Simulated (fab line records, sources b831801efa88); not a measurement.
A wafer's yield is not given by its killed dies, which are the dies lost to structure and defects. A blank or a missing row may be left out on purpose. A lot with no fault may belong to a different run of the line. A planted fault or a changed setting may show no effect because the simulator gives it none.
Matching of chambers -- flow sky130 -- cmp-02 running SKY_VIA1_CMP_02: 4 sister chambers
The step polishes SiO2. 42 wafers are shown with their chamber, then 12 later ones without.

== WAFERS WITH THEIR CHAMBER ==
wafer,chamber,motorCurrentA (A)
L074.1,3,13.2
L074.4,2,15.3
L074.5,1,10.4
L075.1,0,11.0
L075.2,2,14.9
L075.3,1,11.2
L075.4,3,12.3
L075.5,3,12.2
L075.6,2,15.2
L076.2,3,12.3
L076.4,0,11.1
L076.6,3,12.8
L077.2,0,11.5
L077.3,2,15.5
L077.4,3,12.8
L081.2,3,12.6
L081.3,1,11.0
L081.6,0,11.4
L084.1,2,14.8
L084.3,3,12.4
L084.6,1,10.8
L085.1,2,14.7
L085.5,3,13.1
L085.6,0,11.4
L088.4,2,14.2
L088.5,0,11.5
L088.6,3,11.9
L089.1,0,11.4
L089.3,1,10.5
L089.6,1,10.5
L090.1,2,14.8
L090.2,1,10.9
L090.5,2,14.6
L091.1,1,10.5
L091.3,2,14.9
L091.6,2,14.4
L091.2,0,11.0
L091.4,3,12.4
L091.5,3,12.1
L092.2,0,11.2
L092.4,1,11.3
L092.6,2,13.8

SIGNATURES, as means of the wafers listed above
reading,chamber 0,chamber 1,chamber 2,chamber 3,scatter within a chamber
motorCurrentA,11.278,10.789,14.758,12.508,0.378
Rule: for each reading, subtract the chamber's mean from the wafer's reading, divide by that reading's scatter and square the result; add these up over the readings and take the root, which gives the wafer's distance from the chamber. The wafer belongs to the nearest chamber; if the next one is less than 2 further off, it can't be placed. The scatter: take each reading less its chamber's mean, square it, sum over the shown wafers, divide by the number of wafers less the number of chambers, and take the root.

== WAFERS WITHOUT THEIR CHAMBER ==
wafer,motorCurrentA (A)
L093.2,10.3
L093.4,14.2
L093.6,12.7
L097.1,11.2
L097.5,11.0
L097.6,11.4
L097.2,12.0
L097.3,14.3
L097.4,10.7
L095.1,15.6
L095.3,12.5
L095.5,11.2

== WHICH CHAMBER EACH WENT THROUGH ==
wafer,from the rows above,in truth
L093.2,can't be placed: 1 or 0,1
L093.4,2,2
L093.6,3,3
L097.1,can't be placed: 0 or 1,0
L097.5,can't be placed: 1 or 0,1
L097.6,can't be placed: 0 or 1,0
L097.2,can't be placed: 3 or 0 or 1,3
L097.3,2,2
L097.4,can't be placed: 1 or 0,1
L095.1,2,2
L095.3,3,3
L095.5,can't be placed: 0 or 1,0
Placed correctly: 5 of 12. Unplaceable from these rows: 7, with the true chamber sitting among the candidates in 7. Placed wrongly: 0.
